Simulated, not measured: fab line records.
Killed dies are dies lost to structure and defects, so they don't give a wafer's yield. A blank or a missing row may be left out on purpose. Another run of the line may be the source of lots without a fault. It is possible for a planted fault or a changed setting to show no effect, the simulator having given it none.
What tool caused it? || flow gf180mcu || 14 lots with 42 wafers sampled at 5 steps, on a route of 602 steps

## WHAT THE GAUGES SHOWED, per wafer
GF_HV_LDD_TW_MEAS_50. Usual: HV_LDD_4_TW gives 565 (standard deviation 4.9).
{"lot": "L405", "measured": "day 12 14:45", "on": "film_metro-01", "HV_LDD_4_TW": "558 560 559", "flag": ""}
{"lot": "L406", "measured": "day 12 19:07", "on": "film_metro-03", "HV_LDD_4_TW": "564 560 562", "flag": ""}
{"lot": "L408", "measured": "day 13 06:47", "on": "film_metro-04", "HV_LDD_4_TW": "567 571 570", "flag": ""}
{"lot": "L409", "measured": "day 13 17:10", "on": "film_metro-04", "HV_LDD_4_TW": "570 568 572", "flag": ""}
{"lot": "L410", "measured": "day 14 00:52", "on": "film_metro-04", "HV_LDD_4_TW": "572 573 571", "flag": ""}
{"lot": "L412", "measured": "day 14 17:53", "on": "film_metro-04", "HV_LDD_4_TW": "570 570 571", "flag": ""}
{"lot": "L411", "measured": "day 14 19:14", "on": "film_metro-04", "HV_LDD_4_TW": "569 569 571", "flag": ""}
{"lot": "L413", "measured": "day 15 01:35", "on": "film_metro-03", "HV_LDD_4_TW": "558 559 560", "flag": ""}
{"lot": "L415", "measured": "day 15 15:52", "on": "film_metro-04", "HV_LDD_4_TW": "564 566 566", "flag": ""}
{"lot": "L416", "measured": "day 16 00:24", "on": "film_metro-01", "HV_LDD_4_TW": "567 568 566", "flag": ""}
{"lot": "L420", "measured": "day 17 08:47", "on": "film_metro-04", "HV_LDD_4_TW": "572 567 569", "flag": ""}
{"lot": "L421", "measured": "day 17 14:17", "on": "film_metro-03", "HV_LDD_4_TW": "558 563 559", "flag": ""}
{"lot": "L425", "measured": "day 19 05:15", "on": "film_metro-04", "HV_LDD_4_TW": "569 567 567", "flag": ""}
{"lot": "L426", "measured": "day 19 13:32", "on": "film_metro-03", "HV_LDD_4_TW": "553 556 558", "flag": ""}

GF_HV_LDD_RS_MEAS_53: measures by four-point-probe. Usual: HV_LDD_RS gives 418.5 ohm/sq (standard deviation 1).
{"lot": "L405", "measured": "day 12 14:56", "on": "film_metro-01", "HV_LDD_RS (ohm/sq)": "419.9 418.5 418.7", "flag": ""}
{"lot": "L406", "measured": "day 12 19:19", "on": "film_metro-01", "HV_LDD_RS (ohm/sq)": "418.4 418.6 417.7", "flag": ""}
{"lot": "L408", "measured": "day 13 06:58", "on": "film_metro-03", "HV_LDD_RS (ohm/sq)": "419.5 417.7 418.6", "flag": ""}
{"lot": "L409", "measured": "day 13 17:21", "on": "film_metro-04", "HV_LDD_RS (ohm/sq)": "418.2 416.9 417.9", "flag": ""}
{"lot": "L410", "measured": "day 14 01:06", "on": "film_metro-01", "HV_LDD_RS (ohm/sq)": "418.5 419.3 418.8", "flag": ""}
{"lot": "L412", "measured": "day 14 18:04", "on": "film_metro-03", "HV_LDD_RS (ohm/sq)": "417.4 417.4 417.5", "flag": ""}
{"lot": "L411", "measured": "day 14 19:25", "on": "film_metro-03", "HV_LDD_RS (ohm/sq)": "417.8 419.0 417.6", "flag": ""}
{"lot": "L413", "measured": "day 15 01:46", "on": "film_metro-03", "HV_LDD_RS (ohm/sq)": "418.8 418.1 417.6", "flag": ""}
{"lot": "L415", "measured": "day 15 16:03", "on": "film_metro-01", "HV_LDD_RS (ohm/sq)": "420.6 419.4 420.4", "flag": ""}
{"lot": "L416", "measured": "day 16 00:38", "on": "film_metro-04", "HV_LDD_RS (ohm/sq)": "417.9 417.8 417.0", "flag": ""}
{"lot": "L420", "measured": "day 17 08:59", "on": "film_metro-01", "HV_LDD_RS (ohm/sq)": "420.4 418.7 418.5", "flag": ""}
{"lot": "L421", "measured": "day 17 14:28", "on": "film_metro-03", "HV_LDD_RS (ohm/sq)": "417.9 417.1 418.3", "flag": ""}
{"lot": "L425", "measured": "day 19 05:26", "on": "film_metro-01", "HV_LDD_RS (ohm/sq)": "428.1 426.7 428.0", "flag": "OFF"}
{"lot": "L426", "measured": "day 19 13:43", "on": "film_metro-03", "HV_LDD_RS (ohm/sq)": "427.8 426.0 426.4", "flag": "OFF"}

## TOOL THAT RAN EACH LOT (tool first, then ch and the chambers of the sampled wafers, then the start)
{"lot": "L405", "GF_POLY_GATE_STRIP_14": "plasma_asher-03 ch 0,1, day 9 10:42", "GF_HV_LDD_IMPLANT_09": "implanter-02 ch 0, day 10 05:59", "GF_HV_LDD_RTA_52": "rtp_anneal-01 ch 0, day 12 14:52"}
{"lot": "L406", "GF_POLY_GATE_STRIP_14": "plasma_asher-01 ch 0,1, day 9 15:26", "GF_HV_LDD_IMPLANT_09": "implanter-02 ch 0, day 10 11:08", "GF_HV_LDD_RTA_52": "rtp_anneal-01 ch 0, day 12 19:13"}
{"lot": "L408", "GF_POLY_GATE_STRIP_14": "plasma_asher-04 ch 0,1, day 10 02:03", "GF_HV_LDD_IMPLANT_09": "implanter-01 ch 0, day 10 21:17", "GF_HV_LDD_RTA_52": "rtp_anneal-02 ch 0, day 13 06:53"}
{"lot": "L409", "GF_POLY_GATE_STRIP_14": "plasma_asher-04 ch 0,1, day 10 09:11", "GF_HV_LDD_IMPLANT_09": "implanter-01 ch 0, day 11 04:14", "GF_HV_LDD_RTA_52": "rtp_anneal-02 ch 0, day 13 17:17"}
{"lot": "L410", "GF_POLY_GATE_STRIP_14": "plasma_asher-04 ch 0,1, day 10 17:23", "GF_HV_LDD_IMPLANT_09": "implanter-01 ch 0, day 11 12:05", "GF_HV_LDD_RTA_52": "rtp_anneal-02 ch 0, day 14 01:02"}
{"lot": "L412", "GF_POLY_GATE_STRIP_14": "plasma_asher-01 ch 0, day 11 06:53", "GF_HV_LDD_IMPLANT_09": "implanter-02 ch 0, day 12 03:16", "GF_HV_LDD_RTA_52": "rtp_anneal-01 ch 0, day 14 17:59"}
{"lot": "L411", "GF_POLY_GATE_STRIP_14": "plasma_asher-03 ch 0,1, day 11 07:06", "GF_HV_LDD_IMPLANT_09": "implanter-01 ch 0, day 12 03:56", "GF_HV_LDD_RTA_52": "rtp_anneal-02 ch 0, day 14 19:21"}
{"lot": "L413", "GF_POLY_GATE_STRIP_14": "plasma_asher-01 ch 0,1, day 11 14:05", "GF_HV_LDD_IMPLANT_09": "implanter-01 ch 0, day 12 11:16", "GF_HV_LDD_RTA_52": "rtp_anneal-02 ch 0, day 15 01:41"}
{"lot": "L415", "GF_POLY_GATE_STRIP_14": "plasma_asher-04 ch 0,1, day 12 01:38", "GF_HV_LDD_IMPLANT_09": "implanter-03 ch 0, day 13 00:02", "GF_HV_LDD_RTA_52": "rtp_anneal-01 ch 0, day 15 15:59"}
{"lot": "L416", "GF_POLY_GATE_STRIP_14": "plasma_asher-04 ch 0,1, day 12 09:59", "GF_HV_LDD_IMPLANT_09": "implanter-03 ch 0, day 13 07:32", "GF_HV_LDD_RTA_52": "rtp_anneal-02 ch 0, day 16 00:32"}
{"lot": "L420", "GF_POLY_GATE_STRIP_14": "plasma_asher-04 ch 0,1, day 13 15:25", "GF_HV_LDD_IMPLANT_09": "implanter-02 ch 0, day 14 13:59", "GF_HV_LDD_RTA_52": "rtp_anneal-02 ch 0, day 17 08:54"}
{"lot": "L421", "GF_POLY_GATE_STRIP_14": "plasma_asher-01 ch 0,1, day 13 19:23", "GF_HV_LDD_IMPLANT_09": "implanter-01 ch 0, day 14 18:41", "GF_HV_LDD_RTA_52": "rtp_anneal-02 ch 0, day 17 14:24"}
{"lot": "L425", "GF_POLY_GATE_STRIP_14": "plasma_asher-04 ch 0,1, day 15 03:29", "GF_HV_LDD_IMPLANT_09": "implanter-02 ch 0, day 16 04:37", "GF_HV_LDD_RTA_52": "rtp_anneal-02 ch 0, day 19 05:22"}
{"lot": "L426", "GF_POLY_GATE_STRIP_14": "plasma_asher-03 ch 0,1, day 15 13:09", "GF_HV_LDD_IMPLANT_09": "implanter-02 ch 0, day 16 12:41", "GF_HV_LDD_RTA_52": "rtp_anneal-02 ch 0, day 19 13:39"}
- GF_POLY_GATE_STRIP_14: strips in O2/N2.
- GF_HV_LDD_IMPLANT_09
- GF_HV_LDD_RTA_52: time 10 s.

## AS READ BY THE TOOLS THEMSELVES (means over the sampled wafers that have a number; for cases with no such wafer, the mark the record gives instead)
GF_POLY_GATE_STRIP_14. Usual: drypump_motor_current_A 5.7 A, standard deviation 0.51; heater_power_w 312 W, standard deviation 22; oes_product_au 0.504 a.u., standard deviation 0.0043.
{"lot": "L405", "tool": "plasma_asher-03", "drypump_motor_current_A (A)": 5.9, "heater_power_w (W)": 309, "oes_product_au (a.u.)": 0.504, "flag": ""}
{"lot": "L406", "tool": "plasma_asher-01", "drypump_motor_current_A (A)": 5.6, "heater_power_w (W)": 329, "oes_product_au (a.u.)": 0.505, "flag": ""}
{"lot": "L408", "tool": "plasma_asher-04", "drypump_motor_current_A (A)": 5.1, "heater_power_w (W)": 312, "oes_product_au (a.u.)": 0.505, "flag": ""}
{"lot": "L409", "tool": "plasma_asher-04", "drypump_motor_current_A (A)": 5.1, "heater_power_w (W)": 306, "oes_product_au (a.u.)": 0.506, "flag": ""}
{"lot": "L410", "tool": "plasma_asher-04", "drypump_motor_current_A (A)": 5.1, "heater_power_w (W)": 315, "oes_product_au (a.u.)": 0.508, "flag": ""}
{"lot": "L412", "tool": "plasma_asher-01", "drypump_motor_current_A (A)": 6.4, "heater_power_w (W)": 330, "oes_product_au (a.u.)": 0.501, "flag": ""}
{"lot": "L411", "tool": "plasma_asher-03", "drypump_motor_current_A (A)": 6.0, "heater_power_w (W)": 310, "oes_product_au (a.u.)": 0.504, "flag": ""}
{"lot": "L413", "tool": "plasma_asher-01", "drypump_motor_current_A (A)": 5.6, "heater_power_w (W)": 327, "oes_product_au (a.u.)": 0.502, "flag": ""}
{"lot": "L415", "tool": "plasma_asher-04", "drypump_motor_current_A (A)": 5.5, "heater_power_w (W)": 289, "oes_product_au (a.u.)": 0.504, "flag": ""}
{"lot": "L416", "tool": "plasma_asher-04", "drypump_motor_current_A (A)": 5.5, "heater_power_w (W)": 289, "oes_product_au (a.u.)": 0.503, "flag": ""}
{"lot": "L420", "tool": "plasma_asher-04", "drypump_motor_current_A (A)": 5.2, "heater_power_w (W)": 314, "oes_product_au (a.u.)": 0.505, "flag": ""}
{"lot": "L421", "tool": "plasma_asher-01", "drypump_motor_current_A (A)": 6.0, "heater_power_w (W)": 329, "oes_product_au (a.u.)": 0.503, "flag": ""}
{"lot": "L425", "tool": "plasma_asher-04", "drypump_motor_current_A (A)": 5.2, "heater_power_w (W)": 315, "oes_product_au (a.u.)": 0.509, "flag": ""}
{"lot": "L426", "tool": "plasma_asher-03", "drypump_motor_current_A (A)": 5.9, "heater_power_w (W)": 308, "oes_product_au (a.u.)": 0.505, "flag": ""}

GF_HV_LDD_RTA_52. Usual: lamp_power_pct 34 %, standard deviation 3.1; wafer_temp_C_max 1006.1, standard deviation 2.
{"lot": "L405", "tool": "rtp_anneal-01", "lamp_power_pct (%)": 38, "wafer_temp_C_max": 1008.1, "flag": ""}
{"lot": "L406", "tool": "rtp_anneal-01", "lamp_power_pct (%)": 38, "wafer_temp_C_max": 1008.6, "flag": ""}
{"lot": "L408", "tool": "rtp_anneal-02", "lamp_power_pct (%)": 32, "wafer_temp_C_max": 1004.6, "flag": ""}
{"lot": "L409", "tool": "rtp_anneal-02", "lamp_power_pct (%)": 32, "wafer_temp_C_max": 1004.6, "flag": ""}
{"lot": "L410", "tool": "rtp_anneal-02", "lamp_power_pct (%)": 32, "wafer_temp_C_max": 1004.5, "flag": ""}
{"lot": "L412", "tool": "rtp_anneal-01", "lamp_power_pct (%)": 38, "wafer_temp_C_max": 1007.6, "flag": ""}
{"lot": "L411", "tool": "rtp_anneal-02", "lamp_power_pct (%)": 32, "wafer_temp_C_max": 1005.2, "flag": ""}
{"lot": "L413", "tool": "rtp_anneal-02", "lamp_power_pct (%)": 32, "wafer_temp_C_max": 1004.5, "flag": ""}
{"lot": "L415", "tool": "rtp_anneal-01", "lamp_power_pct (%)": 38, "wafer_temp_C_max": 1007.4, "flag": ""}
{"lot": "L416", "tool": "rtp_anneal-02", "lamp_power_pct (%)": 32, "wafer_temp_C_max": 1004.7, "flag": ""}
{"lot": "L420", "tool": "rtp_anneal-02", "lamp_power_pct (%)": 32, "wafer_temp_C_max": 1005.0, "flag": ""}
{"lot": "L421", "tool": "rtp_anneal-02", "lamp_power_pct (%)": 32, "wafer_temp_C_max": 1005.7, "flag": ""}
{"lot": "L425", "tool": "rtp_anneal-02", "lamp_power_pct (%)": 32, "wafer_temp_C_max": 1004.3, "flag": ""}
{"lot": "L426", "tool": "rtp_anneal-02", "lamp_power_pct (%)": 32, "wafer_temp_C_max": 1003.8, "flag": ""}

## THE ANSWER, worked out from the rows above alone
Rule: a lot is off if the mean of its wafers that have a number lies more than 3 standard deviations from the usual mean. Also off: a lot with no number at a reading for which 4 or more lots have one. The other lots that the step has rows for count as sound. After the gauges, taken in route order, come the tools' own readings; for these a lot's mean is taken, as printed above. At the first step where some lot is off, the reading lying furthest off is the one used; lots without a number count as furthest.
Off: L425, L426, seen at GF_HV_LDD_RS_MEAS_53 (HV_LDD_RS).
If a tool, at a process step before that reading, ran all the lots that are off and no sound lot after the first of them, it fits. Gauges at GF_HV_LDD_RS_MEAS_53: tried the same way as those tools. Can't be told from this: 2 tools fit, implanter-02 at GF_HV_LDD_IMPLANT_09, rtp_anneal-02 at GF_HV_LDD_RTA_52.

## WHAT THE SIMULATOR HAD INSERTED
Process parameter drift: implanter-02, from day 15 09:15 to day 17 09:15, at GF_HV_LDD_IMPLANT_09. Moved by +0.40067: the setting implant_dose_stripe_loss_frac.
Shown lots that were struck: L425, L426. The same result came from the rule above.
